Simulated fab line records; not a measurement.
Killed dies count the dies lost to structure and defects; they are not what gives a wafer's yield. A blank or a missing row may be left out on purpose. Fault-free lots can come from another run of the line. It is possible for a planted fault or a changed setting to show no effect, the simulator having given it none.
Shared-tool check | flow gf180mcu | Lots sampled 12, wafers sampled 36

## THE REASON FOR OPENING IT
At GF_PSD_RS_MEAS_14 the reading NSD_RS is flagged on 2 of 12 lots. Wafers without a fault read 46.09 ohm/sq, standard deviation 0.087.
Rule: flag the lot when none of its wafers has a number, or when each of its wafers that has one lies beyond 4 standard deviations from that mean. The rest of the lots are taken to be sound.

lot  | measured     | on            | NSD_RS (ohm/sq), wafer by wafer | flag
L981 | day 14 15:38 | film metro-03 | 46.14 46.11 46.10               |
L982 | day 14 16:14 | film metro-03 | 45.95 46.13 46.03               |
L983 | day 15 06:54 | film metro-03 | 46.15 46.24 46.12               |
L984 | day 15 21:45 | film metro-03 | 46.13 46.11 46.03               |
L989 | day 17 12:49 | film metro-03 | 46.04 46.06 46.21               |
L992 | day 18 15:31 | film metro-04 | 45.98 46.11 46.11               |
L993 | day 18 17:00 | film metro-04 | 46.13 45.93 46.09               |
L994 | day 19 08:42 | film metro-03 | 46.12 46.13 46.07               |
L995 | day 19 18:17 | film metro-04 | 47.61 47.61 47.66               | FLAGGED
L998 | day 20 15:15 | film metro-04 | 47.47 47.42 47.46               | FLAGGED
L102 | day 21 22:22 | film metro-01 | 46.05 46.10 46.11               |
L103 | day 22 08:28 | film metro-01 | 46.12 46.12 46.18               |
Average over the flagged lots: 47.54 ohm/sq; offset from the usual +1.45 ohm/sq, equal to +17 standard deviations.

## WHICH TOOL EACH LOT WENT THROUGH
3 process steps preceding the reading are held in the record, out of 602 steps in the route. Cell contents, in order: the tool; ch with the chambers the sampled wafers went through; the start.
lot  | flag    | GF_HV_LDD_RTA_52                 | GF_NSD_IMPLANT_09               | GF_NSD_STRIP_11
L981 |         | rtp anneal-01 ch 0, day 12 18:10 | implanter-04 ch 0, day 13 18:17 | plasma asher-01 ch 0,1, day 13 18:34
L982 |         | rtp anneal-02 ch 0, day 12 19:14 | implanter-02 ch 0, day 13 18:48 | plasma asher-01 ch 0,1, day 13 19:05
L983 |         | rtp anneal-01 ch 0, day 13 09:58 | implanter-04 ch 0, day 14 09:08 | plasma asher-01 ch 0,1, day 14 09:26
L984 |         | rtp anneal-01 ch 0, day 13 23:20 | implanter-02 ch 0, day 14 23:26 | plasma asher-02 ch 0,1, day 14 23:44
L989 |         | rtp anneal-02 ch 0, day 15 11:55 | implanter-04 ch 0, day 16 13:14 | plasma asher-04 ch 0,1, day 16 13:32
L992 |         | rtp anneal-01 ch 0, day 16 12:45 | implanter-02 ch 0, day 17 14:56 | plasma asher-04 ch 0,1, day 17 15:11
L993 |         | rtp anneal-01 ch 0, day 16 15:17 | implanter-04 ch 0, day 17 16:34 | plasma asher-02 ch 0,1, day 17 16:52
L994 |         | rtp anneal-02 ch 0, day 17 03:47 | implanter-04 ch 0, day 18 07:58 | plasma asher-02 ch 0,1, day 18 08:16
L995 | FLAGGED | rtp anneal-01 ch 0, day 17 12:43 | implanter-04 ch 0, day 18 15:19 | plasma asher-04 ch 0,1, day 18 15:37
L998 | FLAGGED | rtp anneal-01 ch 0, day 18 11:15 | implanter-04 ch 0, day 19 14:15 | plasma asher-01 ch 1, day 19 14:31
L102 |         | rtp anneal-01 ch 0, day 19 18:10 | implanter-02 ch 0, day 20 22:08 | plasma asher-01 ch 0,1, day 20 22:26
L103 |         | rtp anneal-01 ch 0, day 20 05:15 | implanter-02 ch 0, day 21 07:54 | plasma asher-02 ch 0,1, day 21 08:10
What these steps do:
- GF_HV_LDD_RTA_52: time 10 s.
- GF_NSD_IMPLANT_09
- GF_NSD_STRIP_11: strips in O2/N2.
- GF_PSD_RS_MEAS_14: measures by four-point-probe.

## FLAGGED OVER TOTAL, TOOL BY TOOL (the gauges that took the reading come last)
step              | tool            | lots run | flagged | share of the flagged lots | sound lots run after its first flagged lot
GF_HV_LDD_RTA_52  | rtp anneal-01   | 9        | 2       | all                       | 2 (L102,L103)
GF_HV_LDD_RTA_52  | rtp anneal-02   | 3        | 0       | none                      | -
GF_NSD_IMPLANT_09 | implanter-02    | 5        | 0       | none                      | -
GF_NSD_IMPLANT_09 | implanter-04    | 7        | 2       | all                       | 0
GF_NSD_STRIP_11   | plasma asher-01 | 5        | 1       | some                      | 1 (L102)
GF_NSD_STRIP_11   | plasma asher-02 | 4        | 0       | none                      | -
GF_NSD_STRIP_11   | plasma asher-04 | 3        | 1       | some                      | 0
GF_PSD_RS_MEAS_14 | film metro-01   | 2        | 0       | none                      | -
GF_PSD_RS_MEAS_14 | film metro-03   | 6        | 0       | none                      | -
GF_PSD_RS_MEAS_14 | film metro-04   | 4        | 2       | all                       | 0

## THE TABLE: WHAT IT ALLOWS
rtp anneal-01 at GF_HV_LDD_RTA_52, implanter-04 at GF_NSD_IMPLANT_09 and film metro-04 at GF_PSD_RS_MEAS_14: these 3 rows of the table ran every flagged lot.
- rtp anneal-01 at GF_HV_LDD_RTA_52: 2 of its 9 lots flagged. Sound lots followed the first flagged one (L102, L103) on it, something a lasting fault affecting the whole tool could not allow.
- implanter-04 at GF_NSD_IMPLANT_09: 2 of its 7 lots flagged. Last sound lot L994 at day 18 07:58, first flagged lot L995 at day 18 15:19; a fault beginning in between fits. Its own readings (beam energy keV) fall more than 4 standard deviations out on all wafers of the flagged lots.
- film metro-04 at GF_PSD_RS_MEAS_14: 2 of its 4 lots flagged. Last sound lot L993 at day 18 17:00, first flagged lot L995 at day 19 18:17; a fault beginning in between fits.
Because each of these 2 tools fits a fault that began at some hour, counting lots does not separate them. More lots, or a look at what each step does to the wafer, might.

## WHAT HAD BEEN PUT IN BY THE SIMULATOR
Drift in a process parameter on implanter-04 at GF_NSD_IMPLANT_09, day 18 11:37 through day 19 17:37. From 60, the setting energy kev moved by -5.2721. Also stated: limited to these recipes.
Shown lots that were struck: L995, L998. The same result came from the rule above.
